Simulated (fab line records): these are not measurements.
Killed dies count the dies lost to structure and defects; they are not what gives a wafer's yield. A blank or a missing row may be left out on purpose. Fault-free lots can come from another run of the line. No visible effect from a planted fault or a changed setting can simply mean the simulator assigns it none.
fab line records ; flow sky130
record lots=10; wafers=28; last-day=50
route steps=708 shown LI_CONTACT@381 LOCAL_INTERCONNECT@387 CONTACT@421
lots that met no fault: from a run of the same line without faults
start-h: hours from the record's first day to the start of the lot's first wafer shown ; wait-h: hours elapsed since this lot's preceding step ; " unchanged from the row above ; L1.1+2: several wafers, shown together as one row ; - no value, or no start was given ; * or withheld: withheld ; < > ~ a bound
route shown NAME@n: names a module that has steps shown in the file, with the first one's number in the route ; usual: the fault-free wafers' mean and standard deviation ; same: alike in all rows ; chamber/n: place in a boat ; sites: the reading at each site ; _std_site: standard deviation of those values ; _edge_site: outer sites' mean less inner sites' ; radius-mm: for every site, how far away it sits from the centre of the wafer ; mask NAME#n: copy n ; behind: the tool/chamber that last shaped the wafer ; hold: cause of the lot's hold/its duration in hours/its outcome ; device: which transistor (n, p or np) failed to switch ; end of line: tests of these same wafers at the route's end ; a step with no rows: only its recipe ; killed: not the wafer's yield, but the dies lost to structure and defects at the first sort ; map: the dies of a wafer, with x for killed, . for not killed, _ for no die there
set.NAME: the setting as run; set.NAME@STEP: as run at that earlier step ; model.NAME: the simulator's own value behind a step, which no gauge read
the route's steps for a sample of lots (tables are steps, rows are wafers)
services: a tool's chamber out of use, with start hour (start-h, from the record's first day; less than 0 if before it), hours out, and reason
## steps
# step SKY_LI_CONTACT_SPUTTER_19
# recipe material=Ti; target-thk-nm=20; chamber-pressure-pa=5; power-w=2500; substrate-temp-c=200; time-s=106.37
# usual cathode-dc-power-W=2500.0/0.39; throttle-valve-pct=30.3/0.79
lot.wafer;tool;chamber;start-h;wait-h;cathode-dc-power-W;throttle-valve-pct
L901.2;pvd-sputter-01;-;674.19;0.0;2500.3;30.6
L901.4;pvd-sputter-01;-;674.19;0.0;2500.1;30.0
L901.6;pvd-sputter-01;-;674.19;0.0;2499.7;30.8
L902.1;pvd-sputter-03;-;685.14;0.0;2500.1;30.5
L902.4;pvd-sputter-03;-;685.14;0.0;2499.6;30.1
L902.6;pvd-sputter-03;-;685.14;0.0;2500.2;30.2
L903.2;pvd-sputter-01;-;702.33;0.0;2499.6;30.0
L903.5;pvd-sputter-01;-;702.33;0.0;2499.8;30.2
L903.6;pvd-sputter-01;-;702.33;0.0;2499.1;30.0
L904.1;pvd-sputter-04;-;707.23;0.0;2499.9;29.3
L904.2;pvd-sputter-04;-;707.23;0.0;2500.0;31.4
L904.6;pvd-sputter-04;-;707.23;0.0;2500.2;31.2
L911.2;pvd-sputter-04;-;764.18;0.0;2500.7;31.1
L911.4;pvd-sputter-04;-;764.18;0.0;2500.4;32.0
L914.2;pvd-sputter-04;-;790.09;0.0;2499.3;29.6
L914.4;pvd-sputter-04;-;790.09;0.0;2500.2;31.2
L916.3;pvd-sputter-01;-;799.01;0.0;2500.9;29.9
L916.4;pvd-sputter-01;-;799.01;0.0;2499.7;30.4
L916.6;pvd-sputter-01;-;799.01;0.0;2499.6;28.9
L917.4;pvd-sputter-04;-;809.68;0.0;2499.7;32.0
L917.5;pvd-sputter-04;-;809.68;0.0;2500.3;31.9
L917.6;pvd-sputter-04;-;809.68;0.0;2499.9;31.2
L921.1;pvd-sputter-01;-;842.99;0.0;2499.9;30.2
L921.3;pvd-sputter-01;-;842.99;0.0;2501.2;30.4
L921.5;pvd-sputter-01;-;842.99;0.0;2500.5;30.0
L922.2;pvd-sputter-04;-;851.55;0.0;2500.0;29.6
L922.3;pvd-sputter-04;-;851.55;0.0;2500.0;29.2
L922.5;pvd-sputter-04;-;851.55;0.0;2499.7;31.7
# step SKY_LOCAL_INTERCONNECT_SPUTTER_00
# recipe material=TiN; target-thk-nm=100; temp-c=300; power-w=6500; time-s=83.3; chamber-pressure-pa=0.4
# usual cathode-dc-power-W=6499.9/1.1; throttle-valve-pct=30.1/0.83
lot.wafer;tool;chamber;start-h;wait-h;cathode-dc-power-W;throttle-valve-pct
L901.2;pvd-sputter-02;-;674.93;0.2;6499.5;29.8
L901.4;pvd-sputter-02;-;674.93;0.2;6500.0;30.0
L901.6;pvd-sputter-02;-;674.93;0.2;6499.3;30.1
L902.1;pvd-sputter-01;-;685.88;0.2;6500.7;29.3
L902.4;pvd-sputter-01;-;685.88;0.2;6500.7;29.9
L902.6;pvd-sputter-01;-;685.88;0.2;6500.8;30.1
L903.2;pvd-sputter-02;-;703.07;0.1;6500.3;30.0
L903.5;pvd-sputter-02;-;703.07;0.1;6498.9;29.9
L903.6;pvd-sputter-02;-;703.07;0.1;6500.3;29.7
L904.1;pvd-sputter-04;-;707.97;0.2;6501.1;32.0
L904.2;pvd-sputter-04;-;707.97;0.2;6498.2;29.1
L904.6;pvd-sputter-04;-;707.97;0.2;6502.0;29.8
L911.2;pvd-sputter-04;-;764.92;0.1;6500.3;31.8
L911.4;pvd-sputter-04;-;764.92;0.1;6500.5;31.0
L914.2;pvd-sputter-04;-;790.83;0.1;6500.3;31.9
L914.4;pvd-sputter-04;-;790.83;0.1;6498.6;31.1
L916.3;pvd-sputter-02;-;799.75;0.1;6497.8;29.8
L916.4;pvd-sputter-02;-;799.75;0.1;6499.0;30.2
L916.6;pvd-sputter-02;-;799.75;0.1;6498.1;29.9
L917.4;pvd-sputter-01;-;810.42;0.1;6501.2;30.7
L917.5;pvd-sputter-01;-;810.42;0.1;6501.0;30.5
L917.6;pvd-sputter-01;-;810.42;0.1;6500.4;29.3
L921.1;pvd-sputter-04;-;843.73;0.2;6498.6;29.6
L921.3;pvd-sputter-04;-;843.73;0.2;6500.8;31.1
L921.5;pvd-sputter-04;-;843.73;0.2;6498.1;32.0
L922.2;pvd-sputter-01;-;852.29;0.1;6499.4;30.1
L922.3;pvd-sputter-01;-;852.29;0.1;6499.7;30.1
L922.5;pvd-sputter-01;-;852.29;0.1;6498.4;29.8
# step SKY_LOCAL_INTERCONNECT_RS_MEAS_01
# recipe thk-meas-gauge=four-point-probe; reads=TiN_of_LOCAL_INTERCONNECT_SPUTTER_00
# usual LOCAL_INTERCONNECT_TIN_RS=14.16/0.14
lot.wafer;tool;chamber;start-h;wait-h;LOCAL_INTERCONNECT_TIN_RS[ohm/sq]
L901.2;film-metro-01;-;675.02;0.1;14.02
L901.4;film-metro-01;-;675.02;0.1;14.12
L901.6;film-metro-01;-;675.02;0.1;14.10
L902.1;film-metro-01;-;685.95;0.0;14.17
L902.4;film-metro-01;-;685.95;0.0;14.25
L902.6;film-metro-01;-;685.95;0.0;14.24
L903.2;film-metro-02;-;703.15;0.1;14.37
L903.5;film-metro-02;-;703.15;0.1;14.30
L903.6;film-metro-02;-;703.15;0.1;14.31
L904.1;film-metro-04;-;708.03;0.0;14.18
L904.2;film-metro-04;-;708.03;0.0;14.22
L904.6;film-metro-04;-;708.03;0.0;14.18
L911.2;film-metro-02;-;765.05;0.1;17.03
L911.4;film-metro-02;-;765.05;0.1;17.01
L914.2;film-metro-04;-;790.92;0.1;16.38
L914.4;film-metro-04;-;790.92;0.1;16.38
L916.3;film-metro-01;-;799.85;0.1;14.19
L916.4;film-metro-01;-;799.85;0.1;14.11
L916.6;film-metro-01;-;799.85;0.1;14.08
L917.4;film-metro-01;-;810.55;0.1;14.21
L917.5;film-metro-01;-;810.55;0.1;14.29
L917.6;film-metro-01;-;810.55;0.1;14.13
L921.1;film-metro-01;-;843.80;0.0;14.23
L921.3;film-metro-01;-;843.80;0.0;14.30
L921.5;film-metro-01;-;843.80;0.0;14.20
L922.2;film-metro-02;-;852.38;0.1;14.16
L922.3;film-metro-02;-;852.38;0.1;13.98
L922.5;film-metro-02;-;852.38;0.1;14.19
# step SKY_LOCAL_INTERCONNECT_THK_MEAS_02
# recipe thk-meas-gauge=xrf; reads=TiN_of_LOCAL_INTERCONNECT_SPUTTER_00
# usual LOCAL_INTERCONNECT_TIN_THK=102.3/1
lot.wafer;tool;chamber;start-h;wait-h;LOCAL_INTERCONNECT_TIN_THK[nm]
L901.2;film-metro-01;-;675.13;0.1;103.1
L901.4;film-metro-01;-;675.13;0.1;101.8
L901.6;film-metro-01;-;675.13;0.1;102.6
L902.1;film-metro-01;-;686.07;0.1;102.1
L902.4;film-metro-01;-;686.07;0.1;101.4
L902.6;film-metro-01;-;686.07;0.1;101.2
L903.2;film-metro-02;-;703.26;0.1;100.9
L903.5;film-metro-02;-;703.26;0.1;101.2
L903.6;film-metro-02;-;703.26;0.1;101.3
L904.1;film-metro-04;-;708.15;0.1;102.8
L904.2;film-metro-04;-;708.15;0.1;102.5
L904.6;film-metro-04;-;708.15;0.1;102.9
L911.2;film-metro-02;-;765.16;0.1;85.7
L911.4;film-metro-02;-;765.16;0.1;85.7
L914.2;film-metro-04;-;791.03;0.1;88.9
L914.4;film-metro-04;-;791.03;0.1;89.3
L916.3;film-metro-01;-;799.95;0.1;102.7
L916.4;film-metro-01;-;799.95;0.1;102.9
L916.6;film-metro-01;-;799.95;0.1;103.0
L917.4;film-metro-01;-;810.64;0.1;101.8
L917.5;film-metro-01;-;810.64;0.1;101.8
L917.6;film-metro-01;-;810.64;0.1;102.6
L921.1;film-metro-01;-;843.92;0.1;101.9
L921.3;film-metro-01;-;843.92;0.1;101.2
L921.5;film-metro-01;-;843.92;0.1;102.3
L922.2;film-metro-02;-;852.49;0.1;101.9
L922.3;film-metro-02;-;852.49;0.1;103.0
L922.5;film-metro-02;-;852.49;0.1;102.0
# step SKY_LOCAL_INTERCONNECT_METAL_ETCH_14
# recipe target-depth-nm=110; stop-on=PSG; chemistry=Cl2/BCl3; target=TiN; resist-sidewall-deg=88; pressure-mtorr=10; icp-w=900; bias-w=48.5; Cl2_flow_sccm=60; bcl3-flow-sccm=30; time-s=31.4
# usual bias-w=48.51/0.13; drypump-motor-current-A=5.6/0.4; oes-product-au=0.940/0.0067; throttle-valve-pct=21.902/0.0092
lot.wafer;tool;chamber;start-h;wait-h;bias-w;drypump-motor-current-A;oes-product-au;rf-hours-counter-h;throttle-valve-pct
L901.2;rie-metal-01;0;703.22;0.0;48.35;5.7;0.945;13;21.889
L901.4;rie-metal-01;1;703.22;0.0;48.46;5.5;0.941;-;21.884
L901.6;rie-metal-01;0;703.22;0.0;48.34;5.7;0.936;-;21.906
L902.1;rie-metal-01;0;714.14;0.1;48.48;5.7;0.942;13;21.895
L902.4;rie-metal-01;0;714.14;0.1;48.73;5.7;0.939;-;21.891
L902.6;rie-metal-01;0;714.14;0.1;48.56;5.6;0.934;-;21.899
L903.2;rie-metal-01;1;731.43;0.0;48.25;5.4;0.929;2;21.910
L903.5;rie-metal-01;1;731.43;0.0;48.42;5.4;0.929;-;21.905
L903.6;rie-metal-01;0;731.43;0.0;48.51;5.7;0.925;-;21.911
L904.1;rie-metal-04;1;735.83;0.0;48.41;5.2;0.935;9;21.898
L904.2;rie-metal-04;0;735.83;0.0;48.38;6.1;0.938;2;21.892
L904.6;rie-metal-04;0;735.83;0.0;48.38;6.1;0.948;-;21.898
L911.2;rie-metal-03;0;791.06;0.0;48.17;6.3;0.853;12;21.965
L911.4;rie-metal-03;0;791.06;0.0;48.22;6.2;0.852;-;21.967
L914.2;rie-metal-03;0;817.78;0.0;48.71;6.2;0.865;13;21.952
L914.4;rie-metal-03;1;817.78;0.0;48.44;5.1;0.872;-;21.949
L916.3;rie-metal-03;1;826.60;0.0;48.49;5.1;0.943;-;21.899
L916.4;rie-metal-03;0;826.60;0.0;48.57;6.2;0.941;-;21.884
L916.6;rie-metal-03;0;826.60;0.0;48.48;6.2;0.942;-;21.887
L917.4;rie-metal-03;1;837.05;0.0;48.54;5.1;0.933;-;21.904
L917.5;rie-metal-03;0;837.05;0.0;48.55;6.2;0.932;-;21.907
L917.6;rie-metal-03;1;837.05;0.0;48.44;5.1;0.944;-;21.897
L921.1;rie-metal-03;1;868.83;0.0;48.55;5.1;0.932;0;21.901
L921.3;rie-metal-03;1;868.83;0.0;48.25;5.1;0.927;-;21.918
L921.5;rie-metal-03;1;868.83;0.0;48.51;5.1;0.946;-;21.905
L922.2;rie-metal-01;0;878.08;0.0;48.41;5.6;0.934;3;21.892
L922.3;rie-metal-01;1;878.08;0.0;48.77;5.4;0.952;-;21.900
L922.5;rie-metal-01;1;878.08;0.0;48.51;5.4;0.943;-;21.905
# step SKY_CONTACT_OVL_MEAS_15
# usual CONTACT_OVL=-1/5
lot.wafer;tool;chamber;start-h;wait-h;CONTACT_OVL[nm]
L901.2;overlay-01;-;731.62;0.1;-6
L901.4;overlay-01;-;731.62;0.1;-7
L901.6;overlay-01;-;731.62;0.1;0
L902.1;overlay-02;-;743.03;0.1;2
L902.4;overlay-02;-;743.03;0.1;-1
L902.6;overlay-02;-;743.03;0.1;-5
L903.2;overlay-01;-;759.37;0.1;5
L903.5;overlay-01;-;759.37;0.1;2
L903.6;overlay-01;-;759.37;0.1;-5
L904.1;overlay-02;-;763.82;0.1;1
L904.2;overlay-02;-;763.82;0.1;-2
L904.6;overlay-02;-;763.82;0.1;-3
L911.2;overlay-02;-;818.77;0.1;1
L911.4;overlay-02;-;818.77;0.1;-1
L914.2;overlay-02;-;845.44;0.1;-8
L914.4;overlay-02;-;845.44;0.1;-5
L916.3;overlay-02;-;854.87;0.1;-8
L916.4;overlay-02;-;854.87;0.1;0
L916.6;overlay-02;-;854.87;0.1;-3
L917.4;overlay-02;-;864.53;0.1;-3
L917.5;overlay-02;-;864.53;0.1;-9
L917.6;overlay-02;-;864.53;0.1;0
L921.1;overlay-02;-;895.58;0.1;-6
L921.3;overlay-02;-;895.58;0.1;-4
L921.5;overlay-02;-;895.58;0.1;-3
L922.2;overlay-02;-;905.42;0.1;-7
L922.3;overlay-02;-;905.42;0.1;-5
L922.5;overlay-02;-;905.42;0.1;-6
# step SKY_CONTACT_ETCH_16
# recipe chemistry=N2/H2; target=BARC; ion-energy-ev=200; source-w=500; bias-w=100; pressure-mtorr=30; n2-flow-sccm=100; h2-flow-sccm=200; stop-on=SiO2; time-s=45.9; target-depth-a=600
# usual bias-w=100.0/0.31; drypump-motor-current-A=5.9/0.46; oes-product-au=0.854/0.0045; throttle-valve-pct=13.225/0.009
lot.wafer;tool;chamber;start-h;wait-h;bias-w;drypump-motor-current-A;oes-product-au;rf-hours-counter-h;throttle-valve-pct
L901.2;rie-diel-03;0;731.65;0.0;101.0;6.6;0.853;3;13.215
L901.4;rie-diel-03;1;731.65;0.0;99.7;6.6;0.856;5;13.220
L901.6;rie-diel-03;1;731.65;0.0;100.0;6.6;0.856;-;13.204
L902.1;rie-diel-03;2;743.07;0.0;99.6;5.6;0.853;11;13.222
L902.4;rie-diel-03;1;743.07;0.0;100.0;6.6;0.857;6;13.245
L902.6;rie-diel-03;3;743.07;0.0;100.0;5.4;0.852;-;13.218
L903.2;rie-diel-02;1;759.40;0.0;100.1;6.2;0.855;29;13.231
L903.5;rie-diel-02;3;759.40;0.0;99.8;5.2;0.850;-;13.225
L903.6;rie-diel-02;0;759.40;0.0;99.8;5.7;0.850;-;13.235
L904.1;rie-diel-03;2;763.85;0.0;99.9;5.6;0.853;12;13.224
L904.2;rie-diel-03;1;763.85;0.0;100.0;6.6;0.854;6;13.240
L904.6;rie-diel-03;2;763.85;0.0;100.3;5.6;0.856;-;13.215
L911.2;rie-diel-03;2;818.80;0.0;99.8;5.6;0.850;14;13.231
L911.4;rie-diel-03;1;818.80;0.0;99.4;6.6;0.847;8;13.228
L914.2;rie-diel-02;1;845.47;0.0;99.8;6.2;0.851;31;13.215
L914.4;rie-diel-02;2;845.47;0.0;100.3;5.9;0.859;9;13.225
L916.3;rie-diel-03;0;854.90;0.0;99.6;6.6;0.852;7;13.245
L916.4;rie-diel-03;1;854.90;0.0;100.3;6.5;0.852;9;13.227
L916.6;rie-diel-03;2;854.90;0.0;99.8;5.6;0.858;-;13.226
L917.4;rie-diel-02;2;864.57;0.0;99.7;5.9;0.853;-;13.246
L917.5;rie-diel-02;3;864.57;0.0;100.1;5.2;0.856;-;13.196
L917.6;rie-diel-02;0;864.57;0.0;99.9;5.7;0.850;-;13.223
L921.1;rie-diel-04;0;895.62;0.0;100.3;6.0;0.852;7;13.220
L921.3;rie-diel-04;2;895.62;0.0;99.5;5.2;0.855;8;13.219
L921.5;rie-diel-04;3;895.62;0.0;100.1;6.3;0.852;-;13.239
L922.2;rie-diel-04;2;905.45;0.0;99.8;5.2;0.851;8;13.216
L922.3;rie-diel-04;1;905.45;0.0;100.3;5.7;0.851;8;13.212
L922.5;rie-diel-04;3;905.45;0.0;99.8;6.3;0.864;-;13.226
## services
tool;chamber;start-h;hours;kind
pvd-sputter-01;-;653.00;2.2;repair
pvd-sputter-02;-;697.27;2.5;repair
rie-metal-01;1;707.16;12.7;repair
rie-diel-03;0;710.86;8.3;repair
rie-diel-04;-;715.07;28.1;pm
pvd-sputter-02;-;727.09;9.4;repair
rie-metal-03;-;735.52;0.3;repair
rie-diel-02;1;776.63;1.7;repair
rie-diel-02;2;777.34;4.0;repair
rie-metal-01;0;780.36;27.9;repair
pvd-sputter-02;-;782.44;1.5;repair
rie-diel-02;-;794.17;4.3;pm
pvd-sputter-01;-;802.57;3.0;repair
rie-diel-04;-;823.08;2.8;pm
pvd-sputter-02;-;828.23;4.8;repair
rie-diel-04;0;828.52;2.5;repair
pvd-sputter-01;-;829.93;3.7;repair
rie-diel-04;2;835.11;3.0;repair
pvd-sputter-02;-;836.78;1.7;repair
pvd-sputter-02;-;838.46;6.8;repair
rie-diel-03;2;868.47;3.2;repair
rie-diel-04;1;875.24;8.5;repair
rie-metal-03;-;878.92;0.6;repair
rie-diel-03;-;895.36;1.1;repair
## key
first-sign step=SKY_LOCAL_INTERCONNECT_RS_MEAS_01; reading=LOCAL_INTERCONNECT_TIN_RS; direction=up; sigmas=19; usual=14.16; struck=16.70
effect step=SKY_LOCAL_INTERCONNECT_THK_MEAS_02; reading=LOCAL_INTERCONNECT_TIN_THK; direction=down; sigmas=15; usual=102.3; struck=87.4
effect step=SKY_LOCAL_INTERCONNECT_METAL_ETCH_14; reading=oes-product-au; direction=down; sigmas=12; usual=0.940; struck=0.861
met-at SKY_LOCAL_INTERCONNECT_SPUTTER_00
struck-lots L911,L914
struck-wafers L911.2,L911.4,L914.2,L914.4
tester-left-out L911,L914
not-acting-at SKY_LI_CONTACT_SPUTTER_19,SKY_CONTACT_OVL_MEAS_15,SKY_CONTACT_ETCH_16
onset-between 707.97 764.92
fault kind=process-parameter-drift; tool=pvd-sputter-04; chamber=-; onset-h=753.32; steps=SKY_LOCAL_INTERCONNECT_SPUTTER_00; channel=time-s; offset=*; shape=step; end-h=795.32; scope=struck-wafers-only; acts-in=*; stated=*
# tester-left-out: of these lots the tester's yield and bins aren't shown, on N5 and GAA mostly nor the transistor test; their killed dies are dies lost to structure and defects alone, not to doping, threshold or leakage, so they don't give the yield
